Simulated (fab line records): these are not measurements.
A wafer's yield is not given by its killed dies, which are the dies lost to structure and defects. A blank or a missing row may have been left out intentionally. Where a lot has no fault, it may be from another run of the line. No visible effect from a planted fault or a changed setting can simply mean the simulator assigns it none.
One fault through the eyes of 2 desks :: flow sfq line :: numbers are kept per desk, each desk with only its own; the story behind them comes last

FOR THE TOOL OWNER'S DESK: rie metal-02
The tool's own readings at SFQ_TRILAYER_M7_BARC_OPEN_METAL_ETCH_229 (etches BARC in O2, target depth 125 nm, time 41.7 s): means of the sampled wafers that have a number, for each lot that ran on this tool. The brackets show how far a lot's mean lies from the usual mean; more than 4 standard deviations puts the lot out of limits, marked OUT.
Columns: A = drypump motor current A at SFQ_TRILAYER_M7_BARC_OPEN_METAL_ETCH_229, usual 5.4 A; B = oes product au at SFQ_TRILAYER_M7_BARC_OPEN_METAL_ETCH_229, usual 0.685 a.u.
lot: L750
first seen here: day 80 12:43
A: 5.1
B: 0.686

lot: L764
first seen here: day 88 03:14
A: 5.1
B: 0.683
Finding of this desk: none of the 2 lots has anything out of limits.

THE METROLOGY DESK
What the gauges read, lot by lot, whatever tool the lot ran on: means of the sampled wafers that have a number. The brackets show how far a lot's mean lies from the usual mean; more than 4 standard deviations puts the lot out of limits, marked OUT.
Columns: A = M7_NB_RS at SFQ_M7_RS_MEAS_943, usual 0.896 ohm/sq; B = M7_OVL at SFQ_M7_OVL_MEAS_945, usual 2 nm
lot: L743
first seen here: day 78 13:37
A: 0.897
B: -1

lot: L750
first seen here: day 80 08:51
A: 0.892
B: 0

lot: L756
first seen here: day 82 01:44
A: 0.897
B: -13

lot: L761
first seen here: day 82 22:14
A: 0.902
B: 3

lot: L764
first seen here: day 84 10:23
A: 0.900
B: 1
Finding of this desk: none of the 5 lots has anything out of limits.

TAKEN TOGETHER
The desk of the tool owner found nothing out of limits.
The metrology desk saw nothing out of limits.

WHAT THE SIMULATOR HAD PUT IN
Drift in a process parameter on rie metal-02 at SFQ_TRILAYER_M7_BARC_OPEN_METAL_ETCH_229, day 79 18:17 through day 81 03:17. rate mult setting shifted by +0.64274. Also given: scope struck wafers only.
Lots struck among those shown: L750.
